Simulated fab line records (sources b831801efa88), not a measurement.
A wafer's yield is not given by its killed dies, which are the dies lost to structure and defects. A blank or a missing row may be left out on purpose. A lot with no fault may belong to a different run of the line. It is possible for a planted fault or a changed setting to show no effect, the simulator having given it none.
Which of the tools did it? :: flow gf180mcu :: 6 lots, 18 wafers sampled, at 2 steps of a route of 602

WHAT THE GAUGES READ, wafer by wafer
GF_V5_THK_MEAS_25: measures by xrf.
lot: L525
measured: day 28 09:25
on: film_metro-04
V5_W_THK (nm): 348 353 351

lot: L528
measured: day 29 06:40
on: film_metro-02
V5_W_THK (nm): 341 350 347

lot: L531
measured: day 30 04:27
on: film_metro-02
V5_W_THK (nm): 350 348 352

lot: L539
measured: day 32 03:59
on: film_metro-04
V5_W_THK (nm): 350 351 343

lot: L541
measured: day 32 17:38
on: film_metro-04
V5_W_THK (nm): 343 348 347

lot: L543
measured: day 33 06:32
on: film_metro-01
V5_W_THK (nm): 354 354 357

TOOL THAT RAN EACH LOT (tool first, then ch and the chambers of the sampled wafers, then the start)
lot: L525
GF_M2_SPUTTER_02: pvd_sputter-04, day 19 12:05

lot: L528
GF_M2_SPUTTER_02: pvd_sputter-02, day 20 15:23

lot: L531
GF_M2_SPUTTER_02: pvd_sputter-04, day 21 18:20

lot: L539
GF_M2_SPUTTER_02: pvd_sputter-02, day 24 09:23

lot: L541
GF_M2_SPUTTER_02: pvd_sputter-01, day 25 00:17

lot: L543
GF_M2_SPUTTER_02: pvd_sputter-01, day 25 17:59
- GF_M2_SPUTTER_02: material AlCu, target thk 450 nm, time 23.9 s.

THE ANSWER, worked out from the rows above alone
Rule: the usual values come from the lots themselves. Put in order of their means at a reading, lots are off if they are a third of the lots or fewer, leave a main group of 4 or more, and stand apart from it by a gap of 3 or more times the standard deviation of the main group's means; of several such gaps the widest counts. Not used: any main group whose means are identical at the precision the tables above print for the reading. Also off: a lot with no number at a reading for which 4 or more lots have one. Where the step has rows for the other lots, those lots are counted as sound.
Across all readings shown, no lot is off: no conclusion can be drawn from this.

WHAT THE SIMULATOR HAD INSERTED
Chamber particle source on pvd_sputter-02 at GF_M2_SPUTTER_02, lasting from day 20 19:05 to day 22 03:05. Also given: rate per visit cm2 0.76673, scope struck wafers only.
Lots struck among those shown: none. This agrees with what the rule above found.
